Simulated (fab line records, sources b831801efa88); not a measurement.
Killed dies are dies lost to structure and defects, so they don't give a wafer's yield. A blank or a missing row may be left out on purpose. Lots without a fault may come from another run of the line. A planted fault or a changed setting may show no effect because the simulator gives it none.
fab line records | flow sky130
record lots=24 wafers=72 last_day=50
route steps=708 shown METAL2@483 VIA2@523 METAL3@563 VIA3@574
lots that met no fault: from a run of the same line without faults
start_h: hours from the record's first day to the start of the lot's first wafer shown | wait_h: hours since the lot's step before | " the same as in the row above | L1.1+2: a row that stands for several wafers | - no value, or no start given | * or withheld: withheld | < > ~ a bound
route shown NAME@n: a module of which the file shows steps, and the number in the route of the first | usual: mean/standard deviation of fault-free wafers | same: alike in all rows | chamber/n: place in a boat | sites: the reading at each site | _std_site: their standard deviation | _edge_site: outer sites' mean less inner sites' | radius_mm: how far each site lies from the wafer's centre | mask NAME#n: copy n | behind: the tool/chamber that last shaped the wafer | hold: why the lot was held/for how many hours/how that ended | device: the transistor (n, p or np) that didn't switch | end of line: the same wafers' tests at the end of the route | a step without rows: its recipe alone | killed: dies lost to structure and defects at the first sort, not the wafer's yield | map: a wafer's dies, x killed, . not, _ none there
set.NAME: the setting as run; set.NAME@STEP: as run at that earlier step | model.NAME: the simulator's own value behind a step, which no gauge read
steps of the route over a sample of lots; a table a step, a row a wafer
services: from which hour (start_h, from the record's first day; less than 0 if before it) a tool's chamber was out of use, for how many hours, and why
## steps
# step SKY_METAL2_SPUTTER_00
# recipe material=Ti target_thk_nm=15 power_w=3000 time_s=10 chamber_pressure_pa=0.4
# usual cathode_dc_power_W=3000.0/0.53 throttle_valve_pct=29.9/1.1
# same time_s=10
# columns lot.wafer tool chamber start_h wait_h cathode_dc_power_W throttle_valve_pct
L075.2 pvd_sputter-01 - 797.01 0.2 3000.1 31.0
L075.3 " - " " 3000.4 28.4
L075.6 " - " " 3001.3 29.1
L074.1 pvd_sputter-04 - 799.15 0.2 3000.4 29.3
L074.3 " - " " 3000.0 30.3
L074.6 " - " " 2998.7 30.1
L076.1 pvd_sputter-01 - 811.42 0.1 3000.3 31.1
L076.3 " - " " 2999.6 30.8
L076.4 " - " " 3000.4 28.5
L077.1 pvd_sputter-04 - 816.99 0.1 2999.8 30.4
L077.4 " - " " 2999.9 28.6
L077.5 " - " " 2999.5 30.3
L078.2 pvd_sputter-01 - 846.66 0.2 3000.0 28.5
L078.3 " - " " 3000.1 28.9
L078.5 " - " " 2999.9 30.6
L079.3 pvd_sputter-04 - 848.37 0.1 2999.0 30.8
L079.4 " - " " 3000.6 30.5
L079.6 " - " " 2999.9 29.3
L081.3 pvd_sputter-01 - 848.93 0.2 3000.1 29.0
L081.4 " - " " 3000.1 31.0
L081.6 " - " " 3000.6 29.0
L080.1 pvd_sputter-02 - 850.53 0.2 2999.7 31.5
L080.4 " - " " 3000.1 32.2
L080.5 " - " " 3000.1 31.3
L082.2 pvd_sputter-01 - 855.70 0.1 2999.1 28.8
L082.3 " - " " 3000.8 31.2
L082.5 " - " " 2999.3 30.8
L083.2 pvd_sputter-04 - 864.66 0.1 3000.1 29.4
L083.5 " - " " 2999.7 29.6
L083.6 " - " " 3000.0 30.4
L084.1 pvd_sputter-01 - 872.51 0.2 2999.8 28.9
L084.2 " - " " 3000.3 31.3
L084.5 " - " " 2999.5 30.6
L085.1 pvd_sputter-01 - 879.25 0.1 3000.2 29.0
L085.5 " - " " 3000.4 29.0
L085.6 " - " " 3000.2 30.2
L086.1 pvd_sputter-01 - 886.93 0.2 3000.1 31.3
L086.2 " - " " 3000.7 30.5
L086.6 " - " " 3000.0 28.9
L087.1 pvd_sputter-04 - 898.47 0.2 2999.6 28.3
L087.5 " - " " 3000.6 30.3
L087.6 " - " " 3000.1 29.3
L088.2 pvd_sputter-01 - 902.93 0.2 2999.5 29.2
L088.3 " - " " 3000.4 30.7
L088.5 " - " " 2999.7 29.0
L089.1 pvd_sputter-04 - 907.57 0.1 2999.7 31.0
L089.4 " - " " 2999.8 28.4
L089.5 " - " " 2999.2 31.1
L090.3 pvd_sputter-01 - 916.03 0.1 2999.8 28.9
L090.4 " - " " 3000.0 28.3
L090.6 " - " " 3000.5 30.5
L091.1 pvd_sputter-04 - 917.21 0.1 2999.7 31.1
L091.2 " - " " 3000.3 30.3
L091.4 " - " " 2999.9 29.5
L092.3 pvd_sputter-04 - 921.26 0.1 3000.0 30.3
L092.5 " - " " 2999.5 31.1
L092.6 " - " " 2999.9 30.1
L094.1 pvd_sputter-02 - 944.64 0.1 2999.9 31.7
L094.5 " - " " 2999.7 28.5
L094.6 " - " " 3000.1 32.0
L093.1 pvd_sputter-02 - 945.54 0.2 3001.3 31.7
L093.2 " - " " 2999.6 31.3
L093.6 " - " " 3000.3 31.4
L095.3 pvd_sputter-01 - 948.38 0.2 3000.1 29.0
L095.5 " - " " 2999.3 29.2
L095.6 " - " " 2999.5 31.1
L096.1 pvd_sputter-02 - 953.62 0.2 3000.5 31.7
L096.3 " - " " 2999.9 31.1
L096.4 " - " " 2999.3 29.1
L097.1 pvd_sputter-01 - 960.47 0.1 3000.5 28.4
L097.3 " - " " 2999.5 31.3
L097.5 " - " " 3000.4 29.2
# step SKY_VIA2_STRIP_16
# recipe chemistry=O2/N2 power_w=1400 pressure_mtorr=1500 platen_temp_c=withheld o2_flow_sccm=3000 n2_flow_sccm=300 overash_fraction=0.5
# usual drypump_motor_current_A=5.8/0.53 o2_flow_sccm=3000/8 oes_product_au=0.398/0.0051 strip_time_to_endpoint_s=4.041/0.023
# columns lot.wafer tool chamber start_h wait_h drypump_motor_current_A o2_flow_sccm oes_product_au rf_hours_counter_h strip_time_to_endpoint_s
L075.2 plasma_asher-01 0 851.30 0.0 6.5 2988 0.395 40 4.013
L075.3 " 0 " " 6.5 2996 0.398 - 4.031
L075.6 " 0 " " 6.5 3006 0.399 - 3.984
L074.1 plasma_asher-03 0 853.78 0.0 4.9 2999 0.394 103 4.035
L074.3 " 1 " " 5.9 3005 0.400 - 4.045
L074.6 " 1 " " 5.9 3004 0.405 - 4.063
L076.1 plasma_asher-02 1 864.38 0.0 5.3 2992 0.390 76 4.021
L076.3 " 0 " " 5.6 3003 0.393 - 4.064
L076.4 " 1 " " 5.4 2991 0.403 - 4.040
L077.1 plasma_asher-03 0 871.28 0.0 4.9 2997 0.399 104 4.010
L077.4 " 0 " " 4.9 2987 0.395 - 4.055
L077.5 " 1 " " 5.9 2997 0.397 - 4.011
L078.2 plasma_asher-01 1 900.40 0.0 6.1 2994 0.395 44 4.013
L078.3 " 0 " " 6.5 3008 0.392 - 4.003
L078.5 " 0 " " 6.5 3002 0.401 - 4.037
L079.3 plasma_asher-02 1 902.30 0.1 5.3 2999 0.404 - 4.029
L079.4 " 0 " " 5.6 3001 0.396 - 4.058
L079.6 " 0 " " 5.7 2992 0.402 - 4.011
L081.3 plasma_asher-01 1 902.42 0.1 6.1 2986 0.396 - 4.027
L081.4 " 0 " " 6.5 2999 0.398 - 4.065
L081.6 " 1 " " 6.1 3000 0.405 - 4.047
L080.1 plasma_asher-03 1 903.60 0.0 5.9 2999 0.390 108 4.029
L080.4 " 0 " " 4.9 2999 0.402 - 4.066
L080.5 " 0 " " 4.9 3008 0.407 - 4.043
L082.2 plasma_asher-03 1 908.76 0.0 5.9 2992 0.402 109 4.031
L082.3 " 0 " " 4.9 3007 0.394 - 4.051
L082.5 " 1 " " 5.9 2997 0.404 - 4.033
L083.2 plasma_asher-02 0 917.26 0.0 5.7 3010 0.394 82 4.049
L083.5 " 1 " " 5.3 2989 0.395 - 4.074
L083.6 " 0 " " 5.7 3014 0.409 - 4.061
L084.1 plasma_asher-03 1 925.25 0.0 5.9 3001 0.401 110 4.059
L084.2 " 0 " " 4.9 3006 0.398 110 4.041
L084.5 " 0 " " 4.9 3006 0.395 - 4.004
L085.1 plasma_asher-02 1 931.78 0.0 5.3 3000 0.402 84 3.993
L085.5 " 1 " " 5.4 2994 0.399 - 4.010
L085.6 " 0 " " 5.6 3016 0.401 - 4.006
L086.1 plasma_asher-03 1 938.45 0.1 5.9 3005 0.407 112 4.078
L086.2 " 0 " " 4.9 3002 0.400 112 4.087
L086.6 " 0 " " 4.9 3009 0.398 - 4.049
L087.1 plasma_asher-02 0 950.20 0.0 5.6 3018 0.395 85 4.062
L087.5 " 0 " " 5.6 2991 0.396 - 4.056
L087.6 " 1 " " 5.3 3010 0.403 - 4.060
L088.2 plasma_asher-01 0 954.61 0.0 6.5 2999 0.406 49 4.035
L088.3 " 0 " " 6.5 2985 0.396 - 4.013
L088.5 " 1 " " 6.1 2999 0.395 - 4.057
L089.1 plasma_asher-01 1 958.51 0.0 6.0 3000 0.395 50 4.084
L089.4 " 1 " " 6.1 2996 0.389 - 4.058
L089.5 " 0 " " 6.5 3005 0.407 - 4.029
L090.3 plasma_asher-02 1 966.45 0.1 5.3 3008 0.396 - 4.065
L090.4 " 0 " " 5.7 2991 0.405 - 4.065
L090.6 " 1 " " 5.3 3003 0.402 - 4.046
L091.1 plasma_asher-01 1 967.30 0.0 6.1 2999 0.386 50 4.022
L091.2 " 0 " " 6.5 3004 0.396 50 4.044
L091.4 " 0 " " 6.5 3010 0.411 - 4.073
L092.3 plasma_asher-01 0 971.38 0.1 6.5 3004 0.399 - 4.062
L092.5 " 0 " " 6.5 3002 0.395 - 4.087
L092.6 " 1 " " 6.1 2989 0.401 - 4.063
L094.1 plasma_asher-03 0 994.50 0.0 4.9 3001 0.399 117 4.073
L094.5 " 1 " " 5.9 2997 0.395 - 4.054
L094.6 " 0 " " 4.9 2982 0.401 - 4.049
L093.1 plasma_asher-02 1 995.45 0.0 5.3 3005 0.395 90 4.050
L093.2 " 0 " " 5.6 2993 0.397 90 4.050
L093.6 " 1 " " 5.4 3007 0.403 - 4.037
L095.3 plasma_asher-01 0 997.92 0.1 6.5 2988 0.399 - 4.045
L095.5 " 0 " " 6.5 2997 0.393 - 4.022
L095.6 " 1 " " 6.1 2997 0.397 - 4.039
L096.1 plasma_asher-01 0 1003.98 0.0 6.5 2994 0.402 54 4.038
L096.3 " 0 " " 6.5 2992 0.403 - 4.055
L096.4 " 1 " " 6.0 2994 0.393 - 4.038
L097.1 plasma_asher-03 0 1009.68 0.0 4.9 2995 0.403 119 3.997
L097.3 " 1 " " 5.9 3012 0.404 - 4.011
L097.5 " 0 " " 4.9 3002 0.400 - 4.022
# step SKY_VIA2_CMP_24
# recipe stop_on=SiO2 t_overpolish_s=20 down_force_psi=3.5 platen_rpm=60 target_thk_nm=0 pad_velocity_m_s=0.94248
# usual motor_current_A=10.9/0.8 overpolish_run_s=20.001/0.0082 time_to_endpoint_s=102/3
# columns lot.wafer tool chamber start_h wait_h motor_current_A overpolish_run_s time_to_endpoint_s
L075.3 cmp-01 2 852.30 0.0 10.2 19.987 96
L075.2 " 0 " " 11.6 19.998 99
L075.6 " 2 " " 10.3 20.000 96
L074.3 cmp-02 1 854.80 0.1 12.6 20.012 99
L074.1 " 3 " " 11.3 20.001 104
L074.6 " 0 " " 10.8 20.002 105
L076.3 cmp-01 0 865.35 0.0 12.3 20.008 99
L076.1 " 1 " " 10.4 20.004 102
L076.4 " 2 " " 10.7 20.004 99
L077.4 cmp-02 3 872.35 0.1 11.5 19.989 101
L077.1 " 0 " " 10.5 19.990 103
L077.5 " 1 " " 12.8 20.003 101
L078.2 cmp-02 0 901.46 0.1 10.7 19.995 105
L078.3 " 1 " " 12.9 20.006 105
L078.5 " 2 " " 10.5 20.009 106
L079.4 cmp-02 1 903.28 0.1 12.4 19.997 99
L079.3 " 3 " " 10.8 20.003 104
L079.6 " 0 " " 10.8 20.013 106
L081.4 cmp-01 0 903.35 0.0 11.4 19.995 95
L081.3 " 1 " " 9.5 19.996 100
L081.6 " 0 " " 11.3 19.999 99
L080.1 cmp-02 0 904.61 0.1 10.5 19.994 105
L080.4 " 1 " " 12.3 19.985 104
L080.5 " 0 " " 10.9 20.017 105
L082.3 cmp-02 3 909.77 0.0 11.2 20.001 111
L082.2 " 2 " " 10.4 20.002 102
L082.5 " 0 " " 10.5 20.006 109
L083.2 cmp-02 0 918.75 0.5 10.4 20.006 104
L083.6 " 1 " " 12.6 20.000 102
L083.5 " 2 " " 10.4 19.994 104
L084.1 cmp-02 3 926.21 0.1 11.5 19.987 104
L084.2 " 0 " " 10.7 19.998 108
L084.5 " 0 " " 10.7 20.007 104
L085.1 cmp-01 1 932.85 0.1 9.8 19.999 100
L085.5 " 3 " " 11.2 20.010 104
L085.6 " 0 " " 12.0 20.000 100
L086.1 cmp-02 1 939.41 0.1 12.3 19.996 102
L086.2 " 2 " " 10.4 19.988 101
L086.6 " 1 " " 11.7 19.982 101
L087.1 cmp-01 0 951.30 0.1 11.6 19.995 101
L087.5 " 0 " " 11.0 20.000 101
L087.6 " 1 " " 10.0 19.984 104
L088.3 cmp-01 2 955.63 0.0 10.1 19.988 99
L088.2 " 1 " " 10.5 19.999 100
L088.5 " 2 " " 10.4 20.010 95
L089.4 cmp-01 2 959.48 0.0 9.8 20.010 101
L089.1 " 3 " " 10.4 20.012 104
L089.5 " 3 " " 11.0 19.994 104
L090.3 cmp-01 3 967.43 0.1 10.6 20.002 99
L090.4 " 1 " " 9.9 20.008 99
L090.6 " 3 " " 10.6 20.001 100
L091.2 cmp-01 0 968.31 0.1 11.4 20.002 95
L091.1 " 1 " " 10.5 20.004 99
L091.4 " 2 " " 9.7 20.001 98
L092.3 cmp-02 0 972.57 0.3 10.6 20.018 104
L092.5 " 3 " " 11.0 19.990 104
L092.6 " 0 " " 10.7 20.000 102
L094.1 cmp-01 2 995.69 0.2 10.3 19.997 97
L094.6 " 3 " " 10.7 19.992 100
L094.5 " 0 " " 11.8 20.003 98
L093.1 cmp-01 3 996.68 0.1 11.0 20.003 98
L093.2 " 0 " " 11.6 20.007 98
L093.6 " 1 " " 10.1 20.006 101
L095.3 cmp-02 0 999.07 0.2 10.0 19.995 102
L095.6 " 1 " " 11.8 20.001 100
L095.5 " 2 " " 11.3 19.993 99
L096.4 cmp-01 1 1006.20 1.3 10.4 20.002 105
L096.3 " 2 " " 9.9 20.001 101
L096.1 " 3 " " 10.7 20.011 108
L097.1 cmp-01 0 1010.69 0.1 11.2 20.009 101
L097.3 " 3 " " 11.0 19.995 101
L097.5 " 0 " " 11.4 20.015 99
# step SKY_METAL3_CD_MEAS_13
# recipe target_cd_nm=300
# usual cd_nm=300.1/1.4
# columns lot.wafer tool chamber start_h wait_h cd_nm
L075.2 cd_sem-01 - 904.73 - 299.0
L075.3 " - " " 299.6
L075.6 " - " " 298.5
L074.1 cd_sem-02 - 907.25 - 299.1
L074.3 " - " " 300.2
L074.6 " - " " 301.5
L076.1 cd_sem-01 - 917.24 - 299.9
L076.3 " - " " 299.4
L076.4 " - " " 298.8
L077.1 cd_sem-02 - 924.64 - 300.8
L077.4 " - " " 301.2
L077.5 " - " " 297.9
L078.2 cd_sem-02 - 952.31 - 301.9
L078.3 " - " " 302.8
L078.5 " - " " 302.5
L079.3 cd_sem-01 - 953.63 - 299.6
L079.4 " - " " 299.6
L079.6 " - " " 300.7
L081.3 cd_sem-02 - 953.90 - 300.6
L081.4 " - " " 300.2
L081.6 " - " " 299.9
L080.1 cd_sem-01 - 954.70 - 300.0
L080.4 " - " " 299.4
L080.5 " - " " 299.1
L082.2 cd_sem-01 - 959.82 - 300.3
L082.3 " - " " 302.3
L082.5 " - " " 300.5
L083.2 cd_sem-02 - 968.03 - 299.3
L083.5 " - " " 298.8
L083.6 " - " " 299.0
L084.1 cd_sem-01 - 975.45 - 300.1
L084.2 " - " " 299.6
L084.5 " - " " 300.1
L085.1 cd_sem-02 - 982.25 - 299.8
L085.5 " - " " 299.1
L085.6 " - " " 300.0
L086.1 cd_sem-02 - 988.60 - 299.1
L086.2 " - " " 298.8
L086.6 " - " " 299.5
L087.1 cd_sem-02 - 1000.49 - 299.6
L087.5 " - " " 299.7
L087.6 " - " " 298.6
L088.2 cd_sem-01 - 1004.96 - 299.8
L088.3 " - " " 298.7
L088.5 " - " " 299.3
L089.1 cd_sem-01 - 1008.86 - 301.1
L089.4 " - " " 302.0
L089.5 " - " " 302.8
L090.3 cd_sem-01 - 1014.54 - 297.8
L090.4 " - " " 297.4
L090.6 " - " " 298.1
L091.1 cd_sem-02 - 1015.45 - 300.1
L091.2 " - " " 301.6
L091.4 " - " " 300.8
L092.3 cd_sem-01 - 1020.29 - 302.0
L092.5 " - " " 301.4
L092.6 " - " " 300.9
L094.1 cd_sem-02 - 1041.54 - 300.5
L094.5 " - " " 300.4
L094.6 " - " " 300.8
L093.1 cd_sem-02 - 1042.49 - 300.9
L093.2 " - " " 299.9
L093.6 " - " " 300.3
L095.3 cd_sem-02 - 1044.85 - 301.7
L095.5 " - " " 299.3
L095.6 " - " " 300.9
L096.1 cd_sem-02 - 1052.31 - 298.1
L096.3 " - " " 297.4
L096.4 " - " " 297.3
L097.1 cd_sem-02 - 1056.00 - 302.4
L097.3 " - " " 301.2
L097.5 " - " " 300.6
# step SKY_METAL3_OVL_MEAS_14
# usual METAL3_OVL=1/6.5
# columns lot.wafer tool chamber start_h wait_h METAL3_OVL[nm]
L075.2 overlay-02 - 904.83 0.1 -3
L075.3 " - " " 0
L075.6 " - " " -7
L074.1 overlay-02 - 907.37 0.1 3
L074.3 " - " " 1
L074.6 " - " " 0
L076.1 overlay-02 - 917.36 0.1 -13
L076.3 " - " " -17
L076.4 " - " " -12
L077.1 overlay-02 - 924.76 0.1 4
L077.4 " - " " 1
L077.5 " - " " 3
L078.2 overlay-01 - 952.41 0.1 5
L078.3 " - " " 4
L078.5 " - " " -2
L079.3 overlay-01 - 953.72 0.1 6
L079.4 " - " " 1
L079.6 " - " " -5
L081.3 overlay-01 - 953.99 0.1 -7
L081.4 " - " " 2
L081.6 " - " " 1
L080.1 overlay-01 - 954.82 0.1 1
L080.4 " - " " -3
L080.5 " - " " 5
L082.2 overlay-01 - 959.93 0.1 7
L082.3 " - " " 6
L082.5 " - " " 7
L083.2 overlay-01 - 968.14 0.1 -9
L083.5 " - " " -8
L083.6 " - " " -3
L084.1 overlay-01 - 975.57 0.1 10
L084.2 " - " " 5
L084.5 " - " " 10
L085.1 overlay-01 - 982.37 0.1 -3
L085.5 " - " " -2
L085.6 " - " " 0
L086.1 overlay-01 - 988.72 0.1 10
L086.2 " - " " 0
L086.6 " - " " 8
L087.1 overlay-02 - 1000.61 0.1 -4
L087.5 " - " " -10
L087.6 " - " " -7
L088.2 overlay-01 - 1005.06 0.1 4
L088.3 " - " " 2
L088.5 " - " " 9
L089.1 overlay-02 - 1008.98 0.1 -4
L089.4 " - " " -5
L089.5 " - " " -7
L090.3 overlay-01 - 1014.63 0.1 -1
L090.4 " - " " 1
L090.6 " - " " 7
L091.1 overlay-02 - 1015.57 0.1 11
L091.2 " - " " 10
L091.4 " - " " 9
L092.3 overlay-02 - 1020.38 0.1 -2
L092.5 " - " " -4
L092.6 " - " " -3
L094.1 overlay-02 - 1041.66 0.1 3
L094.5 " - " " 5
L094.6 " - " " 7
L093.1 overlay-01 - 1042.61 0.1 11
L093.2 " - " " 7
L093.6 " - " " 7
L095.3 overlay-01 - 1044.94 0.1 -1
L095.5 " - " " -4
L095.6 " - " " -5
L096.1 overlay-01 - 1052.43 0.1 -3
L096.3 " - " " -9
L096.4 " - " " -1
L097.1 overlay-02 - 1056.12 0.1 2
L097.3 " - " " 12
L097.5 " - " " 10
# step SKY_VIA3_THK_MEAS_01
# recipe reads=SiO2_of_VIA3_HDPCVD_00
# usual VIA3_HDPCVD_THK=1641/15
# columns lot.wafer tool chamber start_h wait_h VIA3_HDPCVD_THK[nm]
L075.2 film_metro-03 - 906.06 0.1 1654
L075.3 " - " " 1613
L075.6 " - " " 1634
L074.1 film_metro-03 - 908.49 0.1 1659
L074.3 " - " " 1666
L074.6 " - " " 1657
L076.1 film_metro-03 - 918.48 0.1 1647
L076.3 " - " " 1650
L076.4 " - " " 1661
L077.1 film_metro-03 - 925.88 0.1 1634
L077.4 " - " " 1632
L077.5 " - " " 1618
L078.2 film_metro-03 - 953.55 0.1 1633
L078.3 " - " " 1645
L078.5 " - " " 1632
L079.3 film_metro-02 - 954.87 0.1 1655
L079.4 " - " " 1631
L079.6 " - " " 1643
L081.3 film_metro-01 - 955.20 0.1 1649
L081.4 " - " " 1638
L081.6 " - " " 1640
L080.1 film_metro-01 - 955.96 0.1 1628
L080.4 " - " " 1643
L080.5 " - " " 1646
L082.2 film_metro-01 - 961.07 0.1 1631
L082.3 " - " " 1636
L082.5 " - " " 1643
L083.2 film_metro-03 - 969.27 0.1 1607
L083.5 " - " " 1605
L083.6 " - " " 1614
L084.1 film_metro-02 - 976.78 0.1 1625
L084.2 " - " " 1621
L084.5 " - " " 1600
L085.1 film_metro-03 - 983.58 0.1 1640
L085.5 " - " " 1634
L085.6 " - " " 1645
L086.1 film_metro-02 - 989.84 0.1 1650
L086.2 " - " " 1664
L086.6 " - " " 1632
L087.1 film_metro-03 - 1001.73 0.1 1635
L087.5 " - " " 1628
L087.6 " - " " 1615
L088.2 film_metro-03 - 1006.58 0.1 1661
L088.3 " - " " 1656
L088.5 " - " " 1640
L089.1 film_metro-03 - 1010.38 0.1 1625
L089.4 " - " " 1647
L089.5 " - " " 1638
L090.3 film_metro-01 - 1016.24 0.1 1648
L090.4 " - " " 1656
L090.6 " - " " 1646
L091.1 film_metro-02 - 1017.17 0.1 1637
L091.2 " - " " 1652
L091.4 " - " " 1629
L092.3 film_metro-03 - 1021.74 0.1 1618
L092.5 " - " " 1625
L092.6 " - " " 1641
L094.1 film_metro-02 - 1042.79 0.1 1638
L094.5 " - " " 1632
L094.6 " - " " 1632
L093.1 film_metro-01 - 1043.74 0.1 1632
L093.2 " - " " 1650
L093.6 " - " " 1631
L095.3 film_metro-01 - 1046.12 0.1 1627
L095.5 " - " " 1642
L095.6 " - " " 1634
L096.1 film_metro-01 - 1053.78 0.1 1640
L096.3 " - " " 1650
L096.4 " - " " 1654
L097.1 film_metro-01 - 1057.24 0.1 1651
L097.3 " - " " 1663
L097.5 " - " " 1643
## services
# columns tool chamber start_h hours kind
plasma_asher-03 - 777.19 2.8 pm
plasma_asher-01 - 783.80 28.1 pm
cmp-02 - 818.41 2.4 repair
cmp-02 - 820.82 7.1 pm
plasma_asher-03 - 826.17 1.5 repair
pvd_sputter-04 - 838.04 3.4 repair
pvd_sputter-01 3 847.92 - consumable_replace:kit
pvd_sputter-01 3 847.92 18.0 scheduled_down
pvd_sputter-01 3 847.92 18.0 vent_cycle
plasma_asher-01 - 884.35 15.6 pm
plasma_asher-02 - 895.24 0.4 repair
cmp-01 - 909.69 5.7 pm
cmp-01 - 915.35 4.0 pm
pvd_sputter-02 - 916.83 3.3 repair
cmp-01 - 919.35 - consumable_replace:conditioner
cmp-01 - 919.35 - consumable_replace:pad
cmp-02 - 928.24 1.6 repair
plasma_asher-03 - 955.61 1.4 repair
plasma_asher-03 - 967.38 0.8 repair
pvd_sputter-01 - 980.41 4.4 repair
pvd_sputter-04 - 986.82 2.7 repair
pvd_sputter-02 - 987.22 1.5 repair
cmp-02 - 1002.14 4.5 pm
pvd_sputter-02 - 1006.35 1.9 repair
## key
fault none
